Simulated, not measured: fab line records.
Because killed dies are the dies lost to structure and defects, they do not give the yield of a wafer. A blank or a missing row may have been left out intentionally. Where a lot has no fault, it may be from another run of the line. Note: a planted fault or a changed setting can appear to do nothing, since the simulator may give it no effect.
Problem report, 8D (eight disciplines) form, completed by code / flow sky130 / the parts of the form that need people (team, actions taken, sign-off) are left out

== 1. THE PROBLEM ==
overpolish_run_s at SKY_VIA1_CMP_24 reads a mean of 0.042 s on 3 wafers of 2 lots; wafers without a fault read 15.000 s with a standard deviation of 0.0083. So: -99 or more standard deviations from the usual mean.
The step: polishes, stops on SiO2, t overpolish 15 s, target thk 0 nm.
First seen on wafer L837.2, day 38 00:46, on cmp-02. At this step, 42 wafers from 14 lots have a number in the record. By rule, "out" or "out of limits" means more than 4 standard deviations away from the usual mean. All remaining wafers that have a number are taken as sound.

== 2. WHAT IT IS; WHAT IT IS NOT ==
question=which readings at this step | is=overpolish_run_s, time_to_endpoint_s | is not=platen_rpm
question=which lots | is=L837, L841 | is not=L825, L826, L827, L828, L829, L830, L831, L832, L833, L834, L835, L839
question=which wafers of those lots | is=L837.2, L841.3, L841.6 | is not=L837.1, L837.5, L841.1
question=read on which tools | is=cmp-02 | is not=cmp-01
question=when | is=from day 38 00:46 | is not=up to then (35 sound wafers); but 4 sound wafers of L839, L841 came after

== 3. SUSPECTS, AND WHAT RULES EACH OUT ==
Counting: a tool at a process step up to the reading stays a suspect if it ran every lot that is out. Sound lots after the first of them don't rule it out here, since some wafers of a struck lot are sound.
- cmp-02 at SKY_VIA1_CMP_24 (polishes, stops on SiO2, t overpolish 15 s, target thk 0 nm): kept. It processed each lot that is out (first: L837, day 38 00:46); up to then, its last sound lot is L834 (day 36 21:22). Its own readings are out on those wafers: overpolish_run_s, time_to_endpoint_s.
- Within cmp-02 at SKY_VIA1_CMP_24: the wafers that are out ran in chambers 0, 1; their sound lot-mates ran in chambers 2, 3.
Left after counting: cmp-02 at SKY_VIA1_CMP_24.

== 4. THE CAUSE (what the simulator had put in) ==
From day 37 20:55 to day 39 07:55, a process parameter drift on cmp-02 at SKY_VIA1_CMP_24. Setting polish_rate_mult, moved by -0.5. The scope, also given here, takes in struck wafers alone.
Counting left only this tool.

== 5. THE EFFECT CHAIN, in route order ==
Each row: a reading where the mean over the struck wafers with a number is more than 3 standard deviations away from the usual. Readings are gone through only where the record gives a usual standard deviation; hours: the median, over the lots, of the time from a lot's start at the first step in this table giving one to that lot's start at this step; sigmas: the change measured in usual standard deviations.
hours=0; step=SKY_VIA1_CMP_24; reading=overpolish_run_s; usual=15.000 s; on struck wafers=0.042; change=-14.958; sigmas=-99 or more
hours=0; step=SKY_VIA1_CMP_24; reading=time_to_endpoint_s; usual=65 s; on struck wafers=103; change=+38; sigmas=+11
Its process steps:
- SKY_VIA1_CMP_24: polishes, stops on SiO2, t overpolish 15 s, target thk 0 nm.

== 6. WHAT WOULD HAVE CAUGHT IT SOONER ==
In this record the first reading out of limits was taken at day 38 00:46, 4 hours after the fault began at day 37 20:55.
